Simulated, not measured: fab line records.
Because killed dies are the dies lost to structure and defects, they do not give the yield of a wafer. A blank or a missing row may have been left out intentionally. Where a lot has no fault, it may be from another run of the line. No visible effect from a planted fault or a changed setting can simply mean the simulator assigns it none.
Which of the tools did it?    flow sky130    12 lots (36 wafers sampled), 1 step of a 708-step route

== WHAT EACH GAUGE READ, for each wafer ==
SKY_NWELL_TW_MEAS_26. Usual: NWELL_2_TW typically reads 497.1, with standard deviation 2.6.
lot   measured      on             NWELL_2_TW         flag
L258  day 5 06:44   film-metro-01  495.0 496.2 497.9  
L259  day 5 14:46   film-metro-03  493.1 492.1 495.9  
L267  day 7 10:20   film-metro-02  498.9 498.5 500.1  
L269  day 7 23:18   film-metro-01  493.7 495.8 494.6  
L271  day 8 13:38   film-metro-03  494.3 498.4 494.3  
L273  day 9 09:49   film-metro-03  493.9 493.5 495.4  
L276  day 9 20:33   film-metro-02  501.2 502.8 502.4  
L277  day 10 08:52  film-metro-01  493.8 496.3 496.6  
L278  day 10 15:10  film-metro-03  496.3 493.5 497.1  
L279  day 10 15:21  film-metro-01  497.8 497.5 500.4  
L280  day 10 23:20  film-metro-01  497.7 495.0 496.2  
L281  day 11 04:02  film-metro-01  495.4 497.8 498.9  

== WHICH TOOL RAN EACH LOT (tool, then ch and the chambers of the sampled wafers, then the start) ==
The record holds no process step before these readings.

== AS READ BY THE TOOLS THEMSELVES (means over the sampled wafers that have a number; for cases with no such wafer, the mark the record gives instead) ==
The record holds no such reading with a usual standard deviation.

== THE ANSWER, worked out from the rows above alone ==
Rule: a lot counts as off when the mean over its wafers that have a number is more than 3 standard deviations away from the usual mean. A lot without any number at a reading at which 4 lots or more have one is off too. Any other lot the step has rows for is counted as sound. Order of review: gauges by route order, followed by the tools' own readings, for which a lot's mean as printed above is used. The first step at which some lot is off is used, and at that step the reading that is off furthest; a lot without a number counts as furthest.
No lot is off on any of the readings shown, so nothing can be concluded from this.

== WHAT THE SIMULATOR HAD PUT IN ==
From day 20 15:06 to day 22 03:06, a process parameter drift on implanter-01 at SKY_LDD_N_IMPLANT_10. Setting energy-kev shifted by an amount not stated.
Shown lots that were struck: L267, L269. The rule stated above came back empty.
